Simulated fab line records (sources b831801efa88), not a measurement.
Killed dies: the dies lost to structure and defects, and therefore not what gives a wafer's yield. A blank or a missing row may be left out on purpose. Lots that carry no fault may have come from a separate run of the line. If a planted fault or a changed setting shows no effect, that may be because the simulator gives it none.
Which tool did it? / flow gf180mcu / 14 lots with 42 wafers sampled at 5 steps, on a route of 602 steps

== WHAT THE GAUGES READ, wafer by wafer ==
GF_M2_CD_MEAS_14: the cd target is 280 nm. Usual: 280.1 nm for cd nm, sd 1.2.
lot=L874; measured=day 18 21:58; on=cd sem-02; cd nm (nm)=279.0 279.3 278.2; flag=
lot=L875; measured=day 19 04:11; on=cd sem-02; cd nm (nm)=283.2 282.7 283.6; flag=
lot=L877; measured=day 19 23:45; on=cd sem-02; cd nm (nm)=281.1 281.3 281.5; flag=
lot=L878; measured=day 20 21:01; on=cd sem-01; cd nm (nm)=278.5 279.7 279.3; flag=
lot=L879; measured=day 20 21:44; on=cd sem-02; cd nm (nm)=278.5 278.3 277.8; flag=
lot=L880; measured=day 21 08:10; on=cd sem-02; cd nm (nm)=281.1 281.1 280.5; flag=
lot=L881; measured=day 21 21:31; on=cd sem-01; cd nm (nm)=280.2 279.6 278.8; flag=
lot=L882; measured=day 22 19:37; on=cd sem-02; cd nm (nm)=281.9 280.2 280.6; flag=
lot=L883; measured=day 23 04:31; on=cd sem-01; cd nm (nm)=277.8 278.3 278.7; flag=
lot=L884; measured=day 23 07:38; on=cd sem-01; cd nm (nm)=279.0 280.2 279.9; flag=
lot=L885; measured=day 23 21:58; on=cd sem-02; cd nm (nm)=280.8 279.8 281.2; flag=
lot=L886; measured=day 24 01:46; on=cd sem-01; cd nm (nm)=280.0 279.7 279.9; flag=
lot=L887; measured=day 24 08:37; on=cd sem-02; cd nm (nm)=375.1 374.7 375.2; flag=OFF
lot=L888; measured=day 24 20:43; on=cd sem-01; cd nm (nm)=359.1 360.1 360.4; flag=OFF

GF_M2_OVL_MEAS_15. Usual: M2_OVL gives -2 nm (standard deviation 5.1).
lot=L874; measured=day 18 22:05; on=overlay-01; M2_OVL (nm)=2 -8 -8; flag=
lot=L875; measured=day 19 04:17; on=overlay-02; M2_OVL (nm)=-6 -3 -14; flag=
lot=L877; measured=day 19 23:51; on=overlay-01; M2_OVL (nm)=-1 0 6; flag=
lot=L878; measured=day 20 21:08; on=overlay-01; M2_OVL (nm)=-7 -3 -2; flag=
lot=L879; measured=day 20 21:51; on=overlay-02; M2_OVL (nm)=6 4 0; flag=
lot=L880; measured=day 21 08:15; on=overlay-01; M2_OVL (nm)=0 -1 -1; flag=
lot=L881; measured=day 21 21:38; on=overlay-01; M2_OVL (nm)=-2 -3 -5; flag=
lot=L882; measured=day 22 19:42; on=overlay-02; M2_OVL (nm)=8 0 -5; flag=
lot=L883; measured=day 23 04:38; on=overlay-01; M2_OVL (nm)=-3 -13 -8; flag=
lot=L884; measured=day 23 07:43; on=overlay-02; M2_OVL (nm)=-4 -2 5; flag=
lot=L885; measured=day 23 22:03; on=overlay-01; M2_OVL (nm)=-6 2 -11; flag=
lot=L886; measured=day 24 01:53; on=overlay-01; M2_OVL (nm)=-2 -5 2; flag=
lot=L887; measured=day 24 08:42; on=overlay-01; M2_OVL (nm)=-9 -3 -7; flag=
lot=L888; measured=day 24 20:48; on=overlay-02; M2_OVL (nm)=-6 2 -7; flag=

== WHAT TOOL EACH LOT RAN ON (gives the tool, then ch and the chambers of the sampled wafers, and finally the start) ==
lot=L874; GF_V1_ETCH_17=rie diel-02 ch 1,2,3, day 17 22:19 or earlier; GF_M2_SPUTTER_03=pvd sputter-03, day 17 22:19; GF_M2_PEB_12=litho track-03 ch 0, day 18 21:37
lot=L875; GF_V1_ETCH_17=rie diel-01 ch 0,1,3, day 18 05:17 or earlier; GF_M2_SPUTTER_03=pvd sputter-03, day 18 05:17; GF_M2_PEB_12=litho track-02 ch 0, day 19 03:51
lot=L877; GF_V1_ETCH_17=rie diel-03 ch 2,3, day 18 23:17 or earlier; GF_M2_SPUTTER_03=pvd sputter-04, day 18 23:17; GF_M2_PEB_12=litho track-02 ch 0, day 19 23:26
lot=L878; GF_V1_ETCH_17=rie diel-02 ch 1,2,3, day 19 20:23 or earlier; GF_M2_SPUTTER_03=pvd sputter-04, day 19 20:23; GF_M2_PEB_12=litho track-03 ch 0, day 20 20:40
lot=L879; GF_V1_ETCH_17=rie diel-03 ch 1,2,3, day 19 21:30 or earlier; GF_M2_SPUTTER_03=pvd sputter-01, day 19 21:30; GF_M2_PEB_12=litho track-01 ch 0, day 20 21:25
lot=L880; GF_V1_ETCH_17=rie diel-01 ch 2,3, day 20 08:31 or earlier; GF_M2_SPUTTER_03=pvd sputter-03, day 20 08:31; GF_M2_PEB_12=litho track-03 ch 0, day 21 07:50
lot=L881; GF_V1_ETCH_17=rie diel-03 ch 0,2,3, day 20 21:59 or earlier; GF_M2_SPUTTER_03=pvd sputter-03, day 20 21:59; GF_M2_PEB_12=litho track-01 ch 0, day 21 21:10
lot=L882; GF_V1_ETCH_17=rie diel-01 ch 1,2,3, day 21 20:17 or earlier; GF_M2_SPUTTER_03=pvd sputter-03, day 21 20:17; GF_M2_PEB_12=litho track-01 ch 0, day 22 19:17
lot=L883; GF_V1_ETCH_17=rie diel-01 ch 0,2, day 22 05:31 or earlier; GF_M2_SPUTTER_03=pvd sputter-01, day 22 05:31; GF_M2_PEB_12=litho track-03 ch 0, day 23 04:10
lot=L884; GF_V1_ETCH_17=rie diel-03 ch 1,2,3, day 22 08:46 or earlier; GF_M2_SPUTTER_03=pvd sputter-01, day 22 08:46; GF_M2_PEB_12=litho track-01 ch 0, day 23 07:19
lot=L885; GF_V1_ETCH_17=rie diel-02 ch 0,3, day 22 22:37 or earlier; GF_M2_SPUTTER_03=pvd sputter-04, day 22 22:37; GF_M2_PEB_12=litho track-01 ch 0, day 23 21:38
lot=L886; GF_V1_ETCH_17=rie diel-02 ch 0,2,3, day 23 02:24 or earlier; GF_M2_SPUTTER_03=pvd sputter-03, day 23 02:24; GF_M2_PEB_12=litho track-01 ch 0, day 24 01:25
lot=L887; GF_V1_ETCH_17=rie diel-01 ch 1,2, day 23 09:28 or earlier; GF_M2_SPUTTER_03=pvd sputter-01, day 23 09:28; GF_M2_PEB_12=litho track-01 ch 0, day 24 08:17
lot=L888; GF_V1_ETCH_17=rie diel-01 ch 0,1,3, day 23 23:04 or earlier; GF_M2_SPUTTER_03=pvd sputter-01, day 23 23:04; GF_M2_PEB_12=litho track-01 ch 0, day 24 20:23
- GF_V1_ETCH_17: etches SiO2 in C4F8/O2/Ar, stops on TiN, target depth 630 nm.
- GF_M2_SPUTTER_03: material Ti, target thk 10 nm, time 6.7 s.
- GF_M2_PEB_12: peb time 90 s.

== WHAT THE TOOLS THEMSELVES READ (means of the sampled wafers that have a number; where no wafer has one, the mark that the record gives instead) ==
GF_V1_ETCH_17. Usual: 0.856 a.u. for oes product au, sd 0.0045.
lot=L874; tool=rie diel-02; oes product au (a.u.)=0.858; flag=
lot=L875; tool=rie diel-01; oes product au (a.u.)=0.852; flag=
lot=L877; tool=rie diel-03; oes product au (a.u.)=0.855; flag=
lot=L878; tool=rie diel-02; oes product au (a.u.)=0.856; flag=
lot=L879; tool=rie diel-03; oes product au (a.u.)=0.850; flag=
lot=L880; tool=rie diel-01; oes product au (a.u.)=0.856; flag=
lot=L881; tool=rie diel-03; oes product au (a.u.)=0.853; flag=
lot=L882; tool=rie diel-01; oes product au (a.u.)=0.853; flag=
lot=L883; tool=rie diel-01; oes product au (a.u.)=0.859; flag=
lot=L884; tool=rie diel-03; oes product au (a.u.)=0.858; flag=
lot=L885; tool=rie diel-02; oes product au (a.u.)=0.856; flag=
lot=L886; tool=rie diel-02; oes product au (a.u.)=0.855; flag=
lot=L887; tool=rie diel-01; oes product au (a.u.)=0.855; flag=
lot=L888; tool=rie diel-01; oes product au (a.u.)=0.856; flag=

GF_M2_SPUTTER_03. Usual: chamber pressure pa 0.3000 Pa, standard deviation 0.00056; substrate temp c 299.97 C, standard deviation 0.21; throttle valve pct 29.8 %, standard deviation 1.2.
lot=L874; tool=pvd sputter-03; chamber pressure pa (Pa)=0.3000; substrate temp c (C)=300.12; throttle valve pct (%)=29.5; flag=
lot=L875; tool=pvd sputter-03; chamber pressure pa (Pa)=0.3001; substrate temp c (C)=299.92; throttle valve pct (%)=29.4; flag=
lot=L877; tool=pvd sputter-04; chamber pressure pa (Pa)=0.2993; substrate temp c (C)=299.89; throttle valve pct (%)=30.3; flag=
lot=L878; tool=pvd sputter-04; chamber pressure pa (Pa)=0.2995; substrate temp c (C)=300.03; throttle valve pct (%)=31.0; flag=
lot=L879; tool=pvd sputter-01; chamber pressure pa (Pa)=0.3002; substrate temp c (C)=299.93; throttle valve pct (%)=29.5; flag=
lot=L880; tool=pvd sputter-03; chamber pressure pa (Pa)=0.2998; substrate temp c (C)=299.97; throttle valve pct (%)=29.3; flag=
lot=L881; tool=pvd sputter-03; chamber pressure pa (Pa)=0.2999; substrate temp c (C)=300.00; throttle valve pct (%)=30.1; flag=
lot=L882; tool=pvd sputter-03; chamber pressure pa (Pa)=0.2998; substrate temp c (C)=299.91; throttle valve pct (%)=29.4; flag=
lot=L883; tool=pvd sputter-01; chamber pressure pa (Pa)=0.3000; substrate temp c (C)=299.94; throttle valve pct (%)=29.7; flag=
lot=L884; tool=pvd sputter-01; chamber pressure pa (Pa)=0.2998; substrate temp c (C)=300.09; throttle valve pct (%)=28.1; flag=
lot=L885; tool=pvd sputter-04; chamber pressure pa (Pa)=0.3000; substrate temp c (C)=300.06; throttle valve pct (%)=30.2; flag=
lot=L886; tool=pvd sputter-03; chamber pressure pa (Pa)=0.2999; substrate temp c (C)=299.97; throttle valve pct (%)=29.0; flag=
lot=L887; tool=pvd sputter-01; chamber pressure pa (Pa)=0.2998; substrate temp c (C)=299.99; throttle valve pct (%)=28.2; flag=
lot=L888; tool=pvd sputter-01; chamber pressure pa (Pa)=0.3004; substrate temp c (C)=300.11; throttle valve pct (%)=29.5; flag=

GF_M2_PEB_12. Usual: heater power total W 85.70 W, standard deviation 0.078; plate temp C 135.01 C, standard deviation 0.13.
lot=L874; tool=litho track-03; heater power total W (W)=85.77; plate temp C (C)=135.02; flag=
lot=L875; tool=litho track-02; heater power total W (W)=85.73; plate temp C (C)=135.04; flag=
lot=L877; tool=litho track-02; heater power total W (W)=85.72; plate temp C (C)=135.12; flag=
lot=L878; tool=litho track-03; heater power total W (W)=85.77; plate temp C (C)=134.88; flag=
lot=L879; tool=litho track-01; heater power total W (W)=85.66; plate temp C (C)=134.98; flag=
lot=L880; tool=litho track-03; heater power total W (W)=85.69; plate temp C (C)=134.85; flag=
lot=L881; tool=litho track-01; heater power total W (W)=85.73; plate temp C (C)=134.91; flag=
lot=L882; tool=litho track-01; heater power total W (W)=85.62; plate temp C (C)=135.00; flag=
lot=L883; tool=litho track-03; heater power total W (W)=85.64; plate temp C (C)=134.99; flag=
lot=L884; tool=litho track-01; heater power total W (W)=85.71; plate temp C (C)=135.03; flag=
lot=L885; tool=litho track-01; heater power total W (W)=85.76; plate temp C (C)=134.97; flag=
lot=L886; tool=litho track-01; heater power total W (W)=85.77; plate temp C (C)=135.09; flag=
lot=L887; tool=litho track-01; heater power total W (W)=72.44; plate temp C (C)=119.02; flag=OFF
lot=L888; tool=litho track-01; heater power total W (W)=72.54; plate temp C (C)=118.96; flag=OFF

== THE ANSWER, worked out from the rows above alone ==
Rule: a lot is off if the mean of its wafers that have a number lies more than 3 standard deviations from the usual mean. Also off: a lot with no number at a reading for which 4 or more lots have one. Any other lot the step has rows for is counted as sound. First the gauges in route order, then the tools' own readings, where a lot's mean is used as printed above. The first step at which some lot is off is used, and at that step the reading that is off furthest; a lot without a number counts as furthest.
Off: L887, L888, at GF_M2_CD_MEAS_14 (cd nm).
If a tool, at a process step before that reading, ran all the lots that are off and no sound lot after the first of them, it fits. Not tried: the gauges at GF_M2_CD_MEAS_14; whatever is off there is also off at GF_M2_PEB_12, on other tools, and gauge error can't account for it. GF_V1_ETCH_17: start missing for some lots; hours and lot order therefore follow GF_M2_SPUTTER_03. Can't be told from this: 3 tools fit, rie diel-01 at GF_V1_ETCH_17, pvd sputter-01 at GF_M2_SPUTTER_03, litho track-01 at GF_M2_PEB_12.

== WHAT THE SIMULATOR PUT IN ==
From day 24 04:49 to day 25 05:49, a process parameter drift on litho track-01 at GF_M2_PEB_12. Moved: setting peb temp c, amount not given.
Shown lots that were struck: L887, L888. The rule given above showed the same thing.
